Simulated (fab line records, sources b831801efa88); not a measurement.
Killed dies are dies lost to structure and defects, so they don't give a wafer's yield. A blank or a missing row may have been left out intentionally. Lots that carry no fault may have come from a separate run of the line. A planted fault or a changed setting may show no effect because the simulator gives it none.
fab line records	flow sky130
record: lots: 7	wafers: 21	lastDay: 50
route steps=708 shown SD_N@350 SD_P@359 RES_XHIGH@360 SALICIDE@361 LI_CONTACT@362 PAD_OPEN@708
lots with no fault: from the same line, run without faults
startH: start of the lot's first displayed wafer, in hours after the record's first day	waitH: hours elapsed since this lot's preceding step	" identical to the entry in the row above	L1.1+2: one row covering several wafers at once	- either no value or no given start	* or withheld: withheld	< > ~ a bound
route shown NAME@n: a module of which the file shows steps, and the number in the route of the first	usual: the fault-free wafers' mean and standard deviation	same: alike in all rows	chamber/n: place in a boat	sites: readings site by site	_std_site: standard deviation across them	_edge_site: mean of outer sites minus mean of inner sites	radiusMm: for every site, how far away it sits from the centre of the wafer	mask NAME#n: copy n	behind: tool/chamber where the wafer was last shaped	hold: why the lot was held/for how many hours/how that ended	device: names the non-switching transistor (n, p or np)	end of line: the tests these same wafers got at the end of their route	a step given without rows: its recipe and nothing more	killed: not the wafer's yield, but the dies lost to structure and defects at the first sort	map: dies across one wafer; x = killed, . = not, _ = none there
set.NAME: the setting the step ran with; set.NAME@STEP: the setting that earlier step ran with	model.NAME: the simulator's own value behind a step, which no gauge read
certain route steps with their lots: each step a table, each wafer a row
services: a tool's chamber out of use, with start hour (startH, from the record's first day; less than 0 if before it), hours out, and reason
== steps ==
step: SKY_SD_N_OVL_MEAS_08
usual: SD_N_OVL: 1.0/1.3
lot.wafer	tool	chamber	startH	waitH	SD_N_OVL[nm]
L938.1	overlay-01	-	693.56	0.1	0.8
L938.2	"	-	"	"	2.3
L938.3	"	-	"	"	2.1
L945.4	overlay-01	-	740.80	0.1	-2.2
L945.5	"	-	"	"	-0.4
L945.6	"	-	"	"	2.1
L951.1	overlay-02	-	786.83	0.1	0.6
L951.3	"	-	"	"	2.1
L951.5	"	-	"	"	3.3
L952.1	overlay-02	-	792.88	0.1	1.0
L952.5	"	-	"	"	0.4
L952.6	"	-	"	"	1.7
L953.1	overlay-02	-	798.14	0.1	0.9
L953.2	"	-	"	"	0.1
L953.6	"	-	"	"	-0.6
L955.2	overlay-02	-	811.34	0.1	-0.3
L955.3	"	-	"	"	0.3
L955.6	"	-	"	"	-0.6
L957.1	overlay-01	-	823.50	0.1	0.6
L957.2	"	-	"	"	1.6
L957.5	"	-	"	"	2.8
step: SKY_SD_N_IMPLANT_09
recipe: species: As	energyKev: 50	doseCm2: 4e+15	tiltDeg: 0
step: SKY_SD_N_IMPLANT_10
recipe: species: P	energyKev: 20	doseCm2: 1e+14	tiltDeg: 0
step: SKY_SD_N_STRIP_11
recipe: chemistry: O2/N2	powerW: 1400	pressureMtorr: 1500	platenTempC: withheld	o2FlowSccm: 3000	n2FlowSccm: 300	overashFraction: 0.5
usual: drypumpMotorCurrentA: 5.6/0.53	oesProductAu: 0.528/0.0047	stripTimeToEndpointS: 22.56/0.039
lot.wafer	tool	chamber	startH	waitH	drypumpMotorCurrentA	oesProductAu	rfHoursCounterH	stripTimeToEndpointS
L938.1	plasmaAsher-01	0	693.89	0.1	5.3	0.529	101	22.60
L938.2	"	1	"	"	5.9	0.529	101	22.55
L938.3	"	1	"	"	5.9	0.530	-	22.57
L945.4	plasmaAsher-04	1	741.15	0.1	5.0	0.536	-	22.53
L945.5	"	1	"	"	5.0	0.532	-	22.56
L945.6	"	0	"	"	6.2	0.527	-	22.57
L951.1	plasmaAsher-04	1	787.17	0.1	5.0	0.527	65	22.54
L951.3	"	1	"	"	5.0	0.523	-	22.53
L951.5	"	0	"	"	6.2	0.516	-	22.56
L952.1	plasmaAsher-01	0	793.22	0.1	5.3	0.529	5	22.55
L952.5	"	0	"	"	5.3	0.527	-	22.59
L952.6	"	1	"	"	5.9	0.530	-	22.54
L953.1	plasmaAsher-04	0	798.48	0.1	6.2	0.532	67	22.58
L953.2	"	1	"	"	5.0	0.533	67	22.54
L953.6	"	0	"	"	6.2	0.525	-	22.60
L955.2	plasmaAsher-04	1	811.67	0.1	5.0	0.528	68	22.54
L955.3	"	1	"	"	5.0	0.528	-	22.53
L955.6	"	0	"	"	6.2	0.529	-	22.55
L957.1	plasmaAsher-01	1	823.83	0.1	6.0	0.530	9	22.53
L957.2	"	0	"	"	5.3	0.529	9	22.60
L957.5	"	0	"	"	5.3	0.526	-	22.52
step: SKY_SD_N_TW_MEAS_12
usual: SD_N_TW: 3974/18
lot.wafer	tool	chamber	startH	waitH	SD_N_TW
L938.1	filmMetro-01	-	693.99	0.1	3941
L938.2	"	-	"	"	3971
L938.3	"	-	"	"	3974
L945.4	filmMetro-04	-	741.25	0.1	3992
L945.5	"	-	"	"	3967
L945.6	"	-	"	"	3962
L951.1	filmMetro-02	-	787.27	0.1	3941
L951.3	"	-	"	"	3948
L951.5	"	-	"	"	3932
L952.1	filmMetro-02	-	793.32	0.1	3943
L952.5	"	-	"	"	3968
L952.6	"	-	"	"	3944
L953.1	filmMetro-01	-	798.58	0.1	3980
L953.2	"	-	"	"	3975
L953.6	"	-	"	"	3971
L955.2	filmMetro-02	-	811.78	0.1	3971
L955.3	"	-	"	"	3969
L955.6	"	-	"	"	3966
L957.1	filmMetro-04	-	823.93	0.1	3978
L957.2	"	-	"	"	3976
L957.5	"	-	"	"	3950
step: SKY_SD_N_CLEAN_13
recipe: chemistry: SC1/SC2	mix: 1:4:20	tempC: 70	timeS: 150	dry: n2Spin
step: SKY_SD_N_RTA_14
recipe: tempC: 1075	timeS: 2	idleTempC: 650	rampUpCPerS: 150	rampDownCPerS: 90	ambient: N2
usual: chamberO2Ppm: 1.994/0.022	lampPowerPct: 15.74/0.051	wafer_temp_C_max: 1077.9/1.3
lot.wafer	tool	chamber	startH	waitH	chamberO2Ppm	lampPowerPct	wafer_temp_C_max
L938.1	rtpAnneal-02	0	694.11	0.0	2.010	15.69	1077.7
L938.2	"	0	"	"	1.990	15.74	1079.1
L938.3	"	0	"	"	2.034	15.78	1077.2
L945.4	rtpAnneal-01	0	741.36	0.0	1.960	15.71	1078.2
L945.5	"	0	"	"	1.973	15.84	1077.6
L945.6	"	0	"	"	1.981	15.70	1078.3
L951.1	rtpAnneal-01	0	787.38	0.0	1.993	15.84	1078.1
L951.3	"	0	"	"	1.971	15.68	1076.7
L951.5	"	0	"	"	1.997	15.75	1076.9
L952.1	rtpAnneal-02	0	793.43	0.0	2.017	15.66	1076.6
L952.5	"	0	"	"	2.045	15.71	1076.7
L952.6	"	0	"	"	2.005	15.68	1080.5
L953.1	rtpAnneal-01	0	798.69	0.0	1.993	15.59	1076.8
L953.2	"	0	"	"	1.973	15.73	1080.1
L953.6	"	0	"	"	1.973	15.71	1078.8
L955.2	rtpAnneal-01	0	811.89	0.0	2.019	15.67	1077.7
L955.3	"	0	"	"	1.982	15.74	1077.9
L955.6	"	0	"	"	1.988	15.74	1079.3
L957.1	rtpAnneal-01	0	824.04	0.0	1.963	15.73	1077.3
L957.2	"	0	"	"	1.981	15.74	1077.7
L957.5	"	0	"	"	1.961	15.79	1079.8
step: SKY_SD_N_RS_MEAS_16
recipe: thkMeasGauge: four-point-probe
usual: SD_N_RS: 68.55/0.12
lot.wafer	tool	chamber	startH	waitH	SD_N_RS[ohm/sq]
L938.1	filmMetro-04	-	694.28	0.1	68.39
L938.2	"	-	"	"	68.40
L938.3	"	-	"	"	68.35
L945.4	filmMetro-02	-	741.57	0.1	68.24
L945.5	"	-	"	"	68.40
L945.6	"	-	"	"	68.44
L951.1	filmMetro-04	-	787.55	0.1	68.57
L951.3	"	-	"	"	68.49
L951.5	"	-	"	"	68.56
L952.1	filmMetro-01	-	793.60	0.1	68.68
L952.5	"	-	"	"	68.64
L952.6	"	-	"	"	68.75
L953.1	filmMetro-01	-	798.86	0.1	68.68
L953.2	"	-	"	"	68.78
L953.6	"	-	"	"	68.57
L955.2	filmMetro-04	-	812.07	0.1	68.61
L955.3	"	-	"	"	68.58
L955.6	"	-	"	"	68.56
L957.1	filmMetro-02	-	824.21	0.1	68.41
L957.2	"	-	"	"	68.37
L957.5	"	-	"	"	68.42
step: SKY_SD_N_RS_MEAS_17
recipe: thkMeasGauge: four-point-probe
usual: SD_P_RS: 147.0/0.38
lot.wafer	tool	chamber	startH	waitH	SD_P_RS[ohm/sq]
L938.1	filmMetro-04	-	694.40	0.1	147.0
L938.2	"	-	"	"	146.6
L938.3	"	-	"	"	147.3
L945.4	filmMetro-02	-	741.69	0.1	146.2
L945.5	"	-	"	"	146.9
L945.6	"	-	"	"	146.6
L951.1	filmMetro-04	-	787.67	0.1	146.8
L951.3	"	-	"	"	146.9
L951.5	"	-	"	"	146.8
L952.1	filmMetro-01	-	793.72	0.1	147.6
L952.5	"	-	"	"	147.7
L952.6	"	-	"	"	147.9
L953.1	filmMetro-01	-	798.98	0.1	147.1
L953.2	"	-	"	"	147.0
L953.6	"	-	"	"	146.9
L955.2	filmMetro-04	-	812.19	0.1	146.9
L955.3	"	-	"	"	147.1
L955.6	"	-	"	"	147.0
L957.1	filmMetro-02	-	824.33	0.1	146.9
L957.2	"	-	"	"	146.8
L957.5	"	-	"	"	147.0
step: SKY_SD_N_RS_MEAS_18
recipe: thkMeasGauge: four-point-probe
usual: RES_XHIGH_RS: 333.7/1.1
lot.wafer	tool	chamber	startH	waitH	RES_XHIGH_RS[ohm/sq]
L938.1	filmMetro-04	-	694.52	0.1	333.7
L938.2	"	-	"	"	332.8
L938.3	"	-	"	"	333.5
L945.4	filmMetro-02	-	741.81	0.1	334.2
L945.5	"	-	"	"	333.6
L945.6	"	-	"	"	335.4
L951.1	filmMetro-04	-	787.79	0.1	331.9
L951.3	"	-	"	"	331.9
L951.5	"	-	"	"	331.7
L952.1	filmMetro-01	-	793.84	0.1	334.0
L952.5	"	-	"	"	335.2
L952.6	"	-	"	"	335.1
L953.1	filmMetro-01	-	799.10	0.1	334.3
L953.2	"	-	"	"	335.8
L953.6	"	-	"	"	334.3
L955.2	filmMetro-04	-	812.31	0.1	333.7
L955.3	"	-	"	"	333.1
L955.6	"	-	"	"	333.5
L957.1	filmMetro-02	-	824.45	0.1	334.6
L957.2	"	-	"	"	334.4
L957.5	"	-	"	"	333.8
step: SKY_SALICIDE_CLEAN_00
recipe: chemistry: HF-last	timeS: 30	dilution: 100:1	dry: ipaMarangoni
step: SKY_LI_CONTACT_HDPCVD_00
recipe: material: PSG	targetThkNm: 930	sigmaOpenFrac: 0.3	timeS: 155	tempC: 600	sih4FlowSccm: 60	pressureMtorr: 6
usual: pressureMtorr: 5.998/0.011
lot.wafer	tool	chamber	startH	waitH	pressureMtorr	model.PSG_of_LI_CONTACT_HDPCVD_00.thkNm
L938.1	hdpcvd-02	1	694.66	0.0	6.001	914.9
L938.2	"	2	"	"	5.997	919.2
L938.3	"	1	"	"	6.002	916.6
L945.4	hdpcvd-01	2	741.93	0.1	6.005	937.7
L945.5	"	0	"	"	5.986	950.9
L945.6	"	1	"	"	6.002	933.4
L951.1	hdpcvd-01	1	787.93	0.0	6.011	614.8
L951.3	"	0	"	"	6.004	604
L951.5	"	1	"	"	5.995	619.7
L952.1	hdpcvd-02	1	793.98	0.0	6.003	928.5
L952.5	"	1	"	"	6.008	930.6
L952.6	"	0	"	"	5.979	921.8
L953.1	hdpcvd-01	2	799.24	0.0	5.991	617
L953.2	"	1	"	"	5.987	616.5
L953.6	"	2	"	"	5.985	609.1
L955.2	hdpcvd-01	2	812.43	0.0	6.001	620.4
L955.3	"	0	"	"	5.999	614.7
L955.6	"	0	"	"	5.993	620.8
L957.1	hdpcvd-02	2	824.59	0.0	6.004	911.5
L957.2	"	0	"	"	5.974	909.7
L957.5	"	2	"	"	5.991	905.5
step: SKY_LI_CONTACT_THK_MEAS_01
recipe: reads: PSG_of_LI_CONTACT_HDPCVD_00
usual: LI_CONTACT_HDPCVD_THK: 930/11
lot.wafer	tool	chamber	startH	waitH	LI_CONTACT_HDPCVD_THK[nm]
L938.1	filmMetro-01	-	694.81	0.1	915
L938.2	"	-	"	"	919
L938.3	"	-	"	"	916
L945.4	filmMetro-04	-	742.01	0.0	938
L945.5	"	-	"	"	951
L945.6	"	-	"	"	934
L951.1	filmMetro-01	-	788.03	0.1	615
L951.3	"	-	"	"	603
L951.5	"	-	"	"	620
L952.1	filmMetro-04	-	794.08	0.1	928
L952.5	"	-	"	"	930
L952.6	"	-	"	"	922
L953.1	filmMetro-02	-	799.34	0.1	617
L953.2	"	-	"	"	616
L953.6	"	-	"	"	609
L955.2	filmMetro-01	-	812.54	0.1	621
L955.3	"	-	"	"	615
L955.6	"	-	"	"	621
L957.1	filmMetro-01	-	824.69	0.1	911
L957.2	"	-	"	"	910
L957.5	"	-	"	"	905
step: SKY_LI_CONTACT_CMP_02
recipe: material: PSG	downForcePsi: 4	platenRpm: 60	padVelocityMS: 0.94248
usual: edgeZonePressureFrac: 1.000/0.0053	motorCurrentA: 11.6/1.7	timeToEndpointS: 33.0/2.3
lot.wafer	tool	chamber	startH	waitH	edgeZonePressureFrac	motorCurrentA	timeToEndpointS
L938.3	cmp-01	2	694.87	0.0	0.999	8.6	30.9
L938.1	"	0	"	"	1.001	13.3	32.2
L938.2	"	1	"	"	1.000	10.2	29.6
L945.4	cmp-01	2	742.04	0.0	1.002	8.8	33.1
L945.6	"	2	"	"	0.999	7.9	35.6
L945.5	"	3	"	"	0.999	12.5	34.5
L951.1	cmp-01	3	788.14	0.1	1.011	12.5	3.3
L951.3	"	0	"	"	0.996	13.2	1.6
L951.5	"	2	"	"	1.001	8.6	4.0
L952.1	cmp-02	2	794.24	0.1	1.002	13.8	31.3
L952.5	"	0	"	"	1.001	10.2	31.4
L952.6	"	1	"	"	0.998	12.8	32.2
L953.2	cmp-01	3	799.45	0.1	0.999	12.6	0.3
L953.1	"	1	"	"	0.994	9.8	3.8
L953.6	"	3	"	"	0.997	12.1	0.6
L955.2	cmp-02	1	812.59	0.0	1.004	13.0	2.4
L955.3	"	0	"	"	1.002	10.8	0.0
L955.6	"	1	"	"	1.004	12.8	0.8
L957.1	cmp-01	3	824.75	0.1	1.008	12.4	30.0
L957.2	"	2	"	"	1.008	8.4	30.5
L957.5	"	3	"	"	0.998	13.2	29.2
step: SKY_LI_CONTACT_BOW_MEAS_03
recipe: mode: bow
usual: LI_CONTACT_BOW: 56/6.8
lot.wafer	tool	chamber	startH	waitH	LI_CONTACT_BOW[um]
L938.1	filmMetro-02	-	695.17	0.1	55
L938.2	"	-	"	"	52
L938.3	"	-	"	"	68
L945.4	filmMetro-01	-	742.40	0.3	51
L945.5	"	-	"	"	47
L945.6	"	-	"	"	44
L951.1	filmMetro-04	-	788.39	0.2	64
L951.3	"	-	"	"	66
L951.5	"	-	"	"	71
L952.1	filmMetro-02	-	794.44	0.1	57
L952.5	"	-	"	"	55
L952.6	"	-	"	"	66
L953.1	filmMetro-01	-	799.70	0.1	48
L953.2	"	-	"	"	53
L953.6	"	-	"	"	50
L955.2	filmMetro-04	-	812.91	0.3	55
L955.3	"	-	"	"	59
L955.6	"	-	"	"	65
L957.1	filmMetro-04	-	825.05	0.2	50
L957.2	"	-	"	"	62
L957.5	"	-	"	"	59
step: SKY_PAD_OPEN_PROBE_99
usual: killed_at_M0_to_M3: 44/6	killed_at_M4_up: 3.3/2.1	killedAtContacts: 25/5.5	killedAtFrontEnd: 15/4.3	killedAtOther: 0.2/0.41	killedDies: 88/9.1	killedOpen: 48/6.6	killedShort: 39/6.7
same: grossDies: 492	killedAtBackSide: 0
lot.wafer	tool	chamber	startH	waitH	killed_at_M0_to_M3	killed_at_M4_up	killedAtContacts	killedAtFrontEnd	killedAtOther	killedDies	killedOpen	killedShort
L945.4	prober-01	-	1140.86	0.2	52	4	21	23	0	100	52	48
L945.5	prober-01	-	1140.91	0.2	48	3	25	14	0	90	52	38
L945.6	prober-01	-	1140.96	0.2	46	4	20	15	0	85	50	35
L951.1	prober-01	-	1182.51	0.1	38	1	22	17	0	78	34	44
L951.3	prober-01	-	1182.61	0.2	39	1	26	13	0	79	48	31
L951.5	prober-01	-	1182.71	0.2	43	4	13	14	0	74	44	30
L953.1	prober-01	-	1187.18	0.1	35	4	24	19	0	82	46	36
L953.2	prober-01	-	1187.23	0.1	35	5	25	16	0	81	49	32
L953.6	prober-01	-	1187.43	0.2	51	9	20	12	0	92	49	43
killed by level:class
L945.4 VIA2:geometricParticle:open=12 FIELD_ISO:geometricParticle:short=9 CONTACT:geometricParticle:open=9 VIA2:geometricParticle:short=8 VIA3:geometricParticle:open=8 METAL1:geometricParticle:short=7 VIA1:geometricParticle:open=6 LI_CONTACT:geometricParticle:open=5
L945.5 CONTACT:geometricParticle:open=15 VIA3:geometricParticle:open=10 VIA1:geometricParticle:open=9 VIA2:geometricParticle:open=9 VIA1:geometricParticle:short=6 FIELD_ISO:geometricParticle:short=5 LI_CONTACT:geometricParticle:open=5 POLY_GATE:geometricParticle:short=4
L945.6 VIA1:geometricParticle:open=14 LI_CONTACT:geometricParticle:open=8 CONTACT:geometricParticle:open=8 METAL1:geometricParticle:short=8 VIA3:geometricParticle:open=6 POLY_GATE:geometricParticle:short=5 METAL3:geometricParticle:short=5 FIELD_ISO:geometricParticle:short=4
L951.1 LOCAL_INTERCONNECT:geometricParticle:short=9 VIA1:geometricParticle:short=8 VIA1:geometricParticle:open=8 METAL2:geometricParticle:short=6 LI_CONTACT:geometricParticle:open=5 VIA3:geometricParticle:open=5 FIELD_ISO:geometricParticle:short=4 POLY_GATE:geometricParticle:short=4
L951.3 CONTACT:geometricParticle:open=13 VIA1:geometricParticle:open=10 LI_CONTACT:geometricParticle:open=5 VIA2:geometricParticle:open=5 POLY_GATE:geometricParticle:open=4 CONTACT:geometricParticle:short=4 METAL2:geometricParticle:short=4 VIA3:geometricParticle:open=4
L951.5 VIA1:geometricParticle:open=15 METAL2:geometricParticle:short=7 VIA3:geometricParticle:open=6 LI_CONTACT:geometricParticle:open=5 CONTACT:geometricParticle:open=4 METAL3:geometricParticle:short=4 POLY_GATE:geometricParticle:open=3 POLY_GATE:geometricParticle:short=3
L953.1 VIA3:geometricParticle:open=10 CONTACT:geometricParticle:open=8 LI_CONTACT:geometricParticle:open=6 VIA1:geometricParticle:open=6 FIELD_ISO:geometricParticle:short=5 FIELD_ISO:geometricParticle:open=4 POLY_GATE:geometricParticle:short=4 LOCAL_INTERCONNECT:geometricParticle:short=4
L953.2 CONTACT:geometricParticle:open=10 VIA1:geometricParticle:open=10 POLY_GATE:geometricParticle:open=6 METAL1:geometricParticle:short=6 LI_CONTACT:geometricParticle:open=6 METAL2:geometricParticle:short=6 VIA2:geometricParticle:open=5 VIA3:geometricParticle:open=4
L953.6 VIA1:geometricParticle:open=12 CONTACT:geometricParticle:open=8 METAL1:geometricParticle:short=8 VIA3:geometricParticle:open=7 LI_CONTACT:geometricParticle:open=6 VIA1:geometricParticle:short=6 METAL4:geometricParticle:short=6 FIELD_ISO:geometricParticle:open=5
== services ==
tool	chamber	startH	hours	kind
hdpcvd-02	0	694.03	10.1	repair
hdpcvd-01	2	712.04	10.9	repair
hdpcvd-01	-	721.95	2.8	pm
plasmaAsher-01	-	733.75	9.0	pm
plasmaAsher-01	0	733.75	9.0	ventCycle
plasmaAsher-01	1	733.75	9.0	ventCycle
plasmaAsher-01	0	742.75	-	clean
plasmaAsher-01	1	742.75	-	clean
cmp-02	-	744.00	4.0	pm
cmp-02	-	748.00	-	consumableReplace:conditioner
cmp-02	-	748.00	-	consumableReplace:pad
cmp-01	-	764.10	0.4	repair
cmp-02	-	771.41	3.8	repair
== key ==
firstSign: step: SKY_LI_CONTACT_THK_MEAS_01	reading: LI_CONTACT_HDPCVD_THK	direction: down	sigmas: 28	usual: 930	struck: 615
effect: step: SKY_LI_CONTACT_CMP_02	reading: timeToEndpointS	direction: down	sigmas: 14	usual: *	struck: *
modelEffect: step: SKY_LI_CONTACT_HDPCVD_00	value: PSG_of_LI_CONTACT_HDPCVD_00.thkNm	without: 940.7	struck: 615.2
metAt SKY_LI_CONTACT_HDPCVD_00
struckWafers L951.1,L951.3,L951.5,L953.1,L953.2,L953.6,L955.2,L955.3,L955.6
testerLeftOut L951,L953,L955
onsetBetween 741.93 787.93
alsoFits SKY_SD_N_STRIP_11:plasmaAsher-04
fault: kind: processParameterDrift	tool: hdpcvd-01	chamber: -	onsetH: 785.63	steps: SKY_LI_CONTACT_HDPCVD_00	channel: targetThkNm	offset: -325.52	shape: step	endH: 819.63	actsIn: theseRecipesOnly	stated: 930
testerLeftOut: of these lots the tester's yield and bins aren't shown, on N5 and GAA mostly nor the transistor test; their killed dies are dies lost to structure and defects alone, not to doping, threshold or leakage, so they don't give the yield
